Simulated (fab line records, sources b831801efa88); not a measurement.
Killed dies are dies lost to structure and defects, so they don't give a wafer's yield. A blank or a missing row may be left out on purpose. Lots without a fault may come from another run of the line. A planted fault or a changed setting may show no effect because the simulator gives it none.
A struck lot beside a sound one | flow sky130 | 30 steps out of a route of 708
Sound: wafers L582.2, L582.4, L582.6. Struck: wafers L589.2, L589.3, L589.6. The cause comes at the end.
At each step with rows: each side's tool, then ch and its chambers, then its first start. Under that, the readings that differ: sound wafers | struck wafers | difference of the means | sigmas: that difference in standard deviations of wafers without a fault.
alike: readings whose means differ by less than 2 such deviations, and words and numbers that are the same on both sides. not compared: withheld readings, readings that some wafer has no value for, bounds like >300 that may hide the same value, and numbers for which the record gives no deviation and whose values overlap.
The two part at a step that has a row with sigmas, a row that says differs or no value, or rows on one side only. Numbers that don't overlap but have no deviation are shown without sigmas and don't part them. A reading that every wafer of one side lacks parts them only if that side has two wafers or more.

SKY_PWDE_STRIP_09: strips in O2/N2.
  sound on plasma_asher-03 ch 0,1, day 5 03:53; struck on plasma_asher-01 ch 0,1, day 6 17:18
  alike: drypump_motor_current_A, o2_flow_sccm, oes_product_au, strip_time_to_endpoint_s
  not compared: rf_hours_counter_h
SKY_PWDE_TW_MEAS_10:
  sound on film_metro-04, day 5 03:59; struck on film_metro-04, day 6 17:25
  alike: PWDE_TW
then, 7 steps without rows for these wafers: SKY_NWELL_DEHYDRATE_03 (time 60 s); SKY_NWELL_HMDS_04 (prime time 60 s); SKY_NWELL_COAT_05 (resist thk 3000 nm); SKY_NWELL_SOFTBAKE_06; SKY_NWELL_EXPOSE_07 (exposes mask NWM, target cd 840 nm); SKY_NWELL_PEB_08; SKY_NWELL_DEVELOP_09 (develop time 60 s).
SKY_NWELL_OVL_MEAS_10:
  sound on overlay-02, day 5 21:13; struck on overlay-02, day 7 09:28
  alike: NWELL_00_OVL
then, 2 steps without rows for these wafers: SKY_NWELL_IMPLANT_11; SKY_NWELL_IMPLANT_12.
SKY_NWELL_IMPLANT_13:
  sound on implanter-02 ch 0, day 5 21:34; struck on implanter-02 ch 0, day 7 09:58
  reading            | sound                     | struck                       | difference | sigmas
  dose_ions_cm2      | 6.997e+11 7e+11 6.996e+11 | 9.164e+11 9.15e+11 9.169e+11 | +2.163e+11 | +99 or more
  faraday_current_uA | 3.83 3.82 4.12            | 5.14 5.04 5.26               | +1.22      | +16
SKY_NWELL_STRIP_14: strips in O2/N2.
  sound on plasma_asher-01 ch 0,1, day 5 21:41; struck on plasma_asher-04 ch 0, day 7 10:06
  reading                     | sound       | struck      | difference | sigmas
  drypump_motor_current_A (A) | 5.7 6.8 6.7 | 5.3 5.3 5.3 | -1.1       | -3
  alike: o2_flow_sccm, oes_product_au, strip_time_to_endpoint_s
  not compared: rf_hours_counter_h
SKY_NWELL_TW_MEAS_15:
  sound on film_metro-02, day 5 21:48; struck on film_metro-02, day 7 10:13
  alike: NWELL_TW
then, 7 steps without rows for these wafers: SKY_NWELL_DEHYDRATE_16 (time 60 s); SKY_NWELL_HMDS_17 (prime time 60 s); SKY_NWELL_COAT_18 (resist thk 3000 nm); SKY_NWELL_SOFTBAKE_19; SKY_NWELL_EXPOSE_20 (exposes mask NWM COMPLEMENT, target cd 840 nm); SKY_NWELL_PEB_21; SKY_NWELL_DEVELOP_22 (develop time 60 s).
SKY_NWELL_OVL_MEAS_23:
  sound on overlay-01, day 6 15:58; struck on overlay-02, day 8 05:31
  alike: NWELL_01_OVL
then, 1 step without rows for these wafers: SKY_NWELL_IMPLANT_24.
SKY_NWELL_STRIP_25: strips in O2/N2.
  sound on plasma_asher-02 ch 0,1, day 6 16:09; struck on plasma_asher-02 ch 0,1, day 8 05:41
  alike: drypump_motor_current_A, o2_flow_sccm, oes_product_au, strip_time_to_endpoint_s
  not compared: rf_hours_counter_h
SKY_NWELL_TW_MEAS_26:
  sound on film_metro-03, day 6 16:16; struck on film_metro-03, day 8 05:48
  alike: NWELL_2_TW
then, 1 step without rows for these wafers: SKY_NWELL_CLEAN_27 (cleans in SC1/SC2, time 150 s).
SKY_NWELL_RTA_28: time 30 s.
  sound on rtp_anneal-01 ch 0, day 6 16:23; struck on rtp_anneal-02 ch 0, day 8 05:55
  alike: lamp_power_pct, wafer_temp_C_max
SKY_NWELL_RS_MEAS_29: measures by four-point-probe.
  sound on film_metro-02, day 6 16:29; struck on film_metro-03, day 8 06:01
  reading           | sound             | struck            | difference | sigmas
  NWELL_RS (ohm/sq) | 624.3 625.3 624.1 | 614.5 616.9 615.9 | -8.8       | -5
-- the record jumps here: 40 days lie between the struck wafers' starts before and after (it left off in module NWELL and takes up again in module PAD_OPEN, whose first step shown is number 708 of the route) --
SKY_PAD_OPEN_PROBE_99:
  sound on prober-02, day 47 01:02; struck on prober-01, day 48 16:07
  reading                                   | sound                   | struck                  | difference | sigmas
  model.etest.pfet_g5v0d10v5.r_on_ohm_um    | 4837 4747 4833          | 4908 4871 4901          | +88        |
  model.etest.tip_p_5v.rs_ohm_sq            | 2905 2903 2906          | 2926 2913 2922          | +16        |
  model.etest.pfet_g5v0d10v5.drive_ua_um    | 333.4 338.4 333.3       | 324.5 330.2 327.1       | -7.8       |
  model.etest.pfet_g5v0d10v5.off_log10_a_um | -13.18 -12.84 -13.11    | -13.28 -13.3 -13.47     | -0.31      |
  model.etest.pfet_01v8_lvt.off_log10_a_um  | -9.14 -9.009 -9.167     | -9.655 -9.694 -9.807    | -0.613     |
  model.etest.pfet_g5v0d10v5.vt_sat_v (V)   | -0.6846 -0.6592 -0.6958 | -0.7349 -0.7388 -0.7289 | -0.0543    |
  model.etest.pfet_16v.vt_v (V)             | -1.128 -1.126 -1.127    | -1.192 -1.191 -1.196    | -0.066     |
  alike: killed_at_M0_to_M3, killed_at_M4_up, killed_at_contacts, killed_at_front_end, killed_at_other, killed_dies, killed_open, killed_short
  not compared: model.etest.pfet_01v8_lvt.drive_ua_um

WHERE THEY PART
First at SKY_NWELL_IMPLANT_13; last, within this record, at SKY_NWELL_RS_MEAS_29. Later steps at which nothing parts them and some readings are alike: SKY_PAD_OPEN_PROBE_99.

WHY: what the simulator had put in
Process parameter drift: implanter-02, from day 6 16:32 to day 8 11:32, at SKY_NWELL_IMPLANT_13. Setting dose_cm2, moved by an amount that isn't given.
